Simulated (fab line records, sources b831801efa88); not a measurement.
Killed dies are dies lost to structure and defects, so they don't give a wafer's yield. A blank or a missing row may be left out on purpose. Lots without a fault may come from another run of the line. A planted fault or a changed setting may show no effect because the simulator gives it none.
Which tool did it? | flow gf180mcu | 12 lots, 35 wafers sampled, at 5 steps of a route of 602

WHAT THE GAUGES READ, wafer by wafer
GF_V1_THK_MEAS_01.
lot  | measured     | on            | V1_CVD_00_THK (nm)
L372 | day 17 13:40 | film_metro-03 | 593 594 593
L373 | day 17 19:21 | film_metro-03 | 604 607 617
L374 | day 18 06:04 | film_metro-03 | 601 594 605
L375 | day 18 13:49 | film_metro-03 | 597 594 595
L376 | day 19 00:04 | film_metro-02 | 604 598 604
L378 | day 19 20:07 | film_metro-03 | 305 603
L380 | day 20 08:23 | film_metro-03 | 595 305 597
L388 | day 23 09:44 | film_metro-03 | 603 599 602
L390 | day 23 21:49 | film_metro-03 | 595 601 598
L391 | day 24 05:25 | film_metro-01 | 600 595 603
L392 | day 24 11:53 | film_metro-02 | 610 611 605
L394 | day 25 09:06 | film_metro-03 | 590 584 590

GF_V1_CD_MEAS_14: target cd 260 nm.
lot  | measured     | on        | cd_nm (nm)
L372 | day 18 13:04 | cd_sem-01 | 259.7 260.7 259.5
L373 | day 18 19:47 | cd_sem-01 | 258.2 258.0 258.4
L374 | day 19 06:55 | cd_sem-01 | 259.4 260.7 258.4
L375 | day 19 14:42 | cd_sem-01 | 256.9 258.0 259.1
L376 | day 20 01:34 | cd_sem-01 | 260.3 261.2 260.2
L378 | day 20 21:02 | cd_sem-01 | 259.2 259.9
L380 | day 21 09:28 | cd_sem-01 | 258.8 259.2 259.3
L388 | day 24 08:34 | cd_sem-02 | 259.0 259.5 258.2
L390 | day 24 19:28 | cd_sem-02 | 260.6 259.9 260.9
L391 | day 25 01:26 | cd_sem-02 | 261.3 261.8 261.0
L392 | day 25 09:58 | cd_sem-01 | 261.0 259.3 257.8
L394 | day 26 06:35 | cd_sem-02 | 260.0 260.2 259.3

WHICH TOOL RAN EACH LOT (tool, then ch and the chambers of the sampled wafers, then the start)
lot  | GF_CONTACT_ETCH_16                 | GF_V1_CVD_00                     | GF_V1_CMP_04
L372 | rie_diel-04 ch 0,1,2, day 16 12:38 | hdpcvd-01 ch 1,2, day 17 13:35   | cmp-02 ch 0,1,2, day 17 13:54
L373 | rie_diel-03 ch 2,3, day 16 18:19   | hdpcvd-01 ch 0,1,2, day 17 19:16 | cmp-01 ch 1,2,3, day 17 19:38
L374 | rie_diel-02 ch 0,1, day 17 04:46   | hdpcvd-01 ch 0,1, day 18 05:59   | cmp-01 ch 2,3, day 18 06:19
L375 | rie_diel-03 ch 1,2, day 17 11:53   | hdpcvd-02 ch 0,2, day 18 13:44   | cmp-02 ch 0,1, day 18 13:59
L376 | rie_diel-02 ch 1,2, day 17 22:11   | hdpcvd-01 ch 0,1,2, day 18 23:59 | cmp-01 ch 2,3, day 19 00:18
L378 | rie_diel-02 ch 0,3, day 18 17:20   | hdpcvd-01 ch 0,1, day 19 20:02   | cmp-02 ch 0,3, day 19 20:31
L380 | rie_diel-02 ch 0,1,2, day 19 05:44 | hdpcvd-01 ch 0,1,2, day 20 08:19 | cmp-01 ch 0,1,2, day 20 08:41
L388 | rie_diel-02 ch 0,2, day 22 08:20   | hdpcvd-02 ch 0,1, day 23 09:40   | cmp-01 ch 0,1, day 23 10:12
L390 | rie_diel-04 ch 1,2,3, day 22 21:11 | hdpcvd-02 ch 0,1,2, day 23 21:45 | cmp-01 ch 0,1,2, day 23 22:01
L391 | rie_diel-02 ch 1,2,3, day 23 05:34 | hdpcvd-02 ch 1,2, day 24 05:20   | cmp-01 ch 0,1,2, day 24 05:43
L392 | rie_diel-03 ch 0,3, day 23 11:49   | hdpcvd-01 ch 0,2, day 24 11:49   | cmp-02 ch 0,1, day 24 12:07
L394 | rie_diel-02 ch 0, day 24 09:50     | hdpcvd-01 ch 0,1, day 25 09:01   | cmp-01 ch 0,2,3, day 25 09:23
- GF_CONTACT_ETCH_16: etches BARC in N2/H2.
- GF_V1_CVD_00: deposits SiO2, target thk 600 nm, time 100 s.
- GF_V1_CMP_04: polishes SiO2.

WHAT THE TOOLS THEMSELVES READ (means of the sampled wafers that have a number; where no wafer has one, the mark that the record gives instead)
GF_CONTACT_ETCH_16.
lot  | tool        | drypump_motor_current_A (A) | oes_product_au (a.u.) | rf_fwd_power_W (W) | throttle_valve_pct (%)
L372 | rie_diel-04 | 5.4                         | 0.858                 | 477.9              | 13.234
L373 | rie_diel-03 | 5.9                         | 0.855                 | 477.4              | 13.221
L374 | rie_diel-02 | 6.3                         | 0.854                 | 478.7              | 13.224
L375 | rie_diel-03 | 5.4                         | 0.853                 | 480.2              | 13.227
L376 | rie_diel-02 | 6.4                         | 0.858                 | 478.7              | 13.228
L378 | rie_diel-02 | 5.8                         | 0.851                 | 479.0              | 13.226
L380 | rie_diel-02 | 6.0                         | 0.854                 | 478.9              | 13.219
L388 | rie_diel-02 | 5.7                         | 0.856                 | 479.3              | 13.217
L390 | rie_diel-04 | 5.3                         | 0.859                 | 478.6              | 13.228
L391 | rie_diel-02 | 6.2                         | 0.853                 | 479.0              | 13.222
L392 | rie_diel-03 | 5.7                         | 0.856                 | 477.1              | 13.224
L394 | rie_diel-02 | 5.7                         | 0.854                 | 480.5              | 13.224

GF_V1_CVD_00.
lot  | tool      | sih4_flow_sccm (sccm)
L372 | hdpcvd-01 | 59.90
L373 | hdpcvd-01 | 60.12
L374 | hdpcvd-01 | 59.92
L375 | hdpcvd-02 | 60.14
L376 | hdpcvd-01 | 60.14
L378 | hdpcvd-01 | 44.98
L380 | hdpcvd-01 | 50.12
L388 | hdpcvd-02 | 60.15
L390 | hdpcvd-02 | 60.10
L391 | hdpcvd-02 | 59.91
L392 | hdpcvd-01 | 60.03
L394 | hdpcvd-01 | 59.95

GF_V1_CMP_04.
lot  | tool   | motor_current_A (A) | retaining_ring_pressure_frac
L372 | cmp-02 | 12.8                | 1.001
L373 | cmp-01 | 12.9                | 1.002
L374 | cmp-01 | 13.1                | 1.007
L375 | cmp-02 | 12.6                | 1.001
L376 | cmp-01 | 13.4                | 0.997
L378 | cmp-02 | 12.6                | 0.994
L380 | cmp-01 | 12.0                | 1.004
L388 | cmp-01 | 11.3                | 0.999
L390 | cmp-01 | 12.2                | 1.000
L391 | cmp-01 | 12.2                | 1.001
L392 | cmp-02 | 13.5                | 0.996
L394 | cmp-01 | 13.2                | 1.001

THE ANSWER, worked out from the rows above alone
Rule: what is usual is taken from the lots themselves. Put in order of their means at a reading, lots are off if they are a third of the lots or fewer, leave a main group of 4 or more, and stand apart from it by a gap of 3 or more times the standard deviation of the main group's means; of several such gaps the widest counts. A main group whose means are all the same, to the digits that the tables above print for the reading, isn't used. A lot without any number at a reading at which 4 lots or more have one is off too. The other lots that the step has rows for count as sound. The gauges are gone through in route order, then the tools' own readings, and for those a lot's mean is taken as printed above. The first step at which some lot is off is used, and at that step the reading that is off furthest; a lot without a number counts as furthest.
Off: L378, L380, at GF_V1_THK_MEAS_01 (V1_CVD_00_THK). The main group: mean 600 nm, standard deviation 6.2.
A tool fits if, at a process step before that reading, it ran every lot that is off, and no sound lot after the first of them. The gauges at GF_V1_THK_MEAS_01 aren't tried: what is off there is off at GF_V1_CVD_00 too, on other tools, and a gauge's error can't cause that. None of those tried fits.

WHAT THE SIMULATOR HAD PUT IN
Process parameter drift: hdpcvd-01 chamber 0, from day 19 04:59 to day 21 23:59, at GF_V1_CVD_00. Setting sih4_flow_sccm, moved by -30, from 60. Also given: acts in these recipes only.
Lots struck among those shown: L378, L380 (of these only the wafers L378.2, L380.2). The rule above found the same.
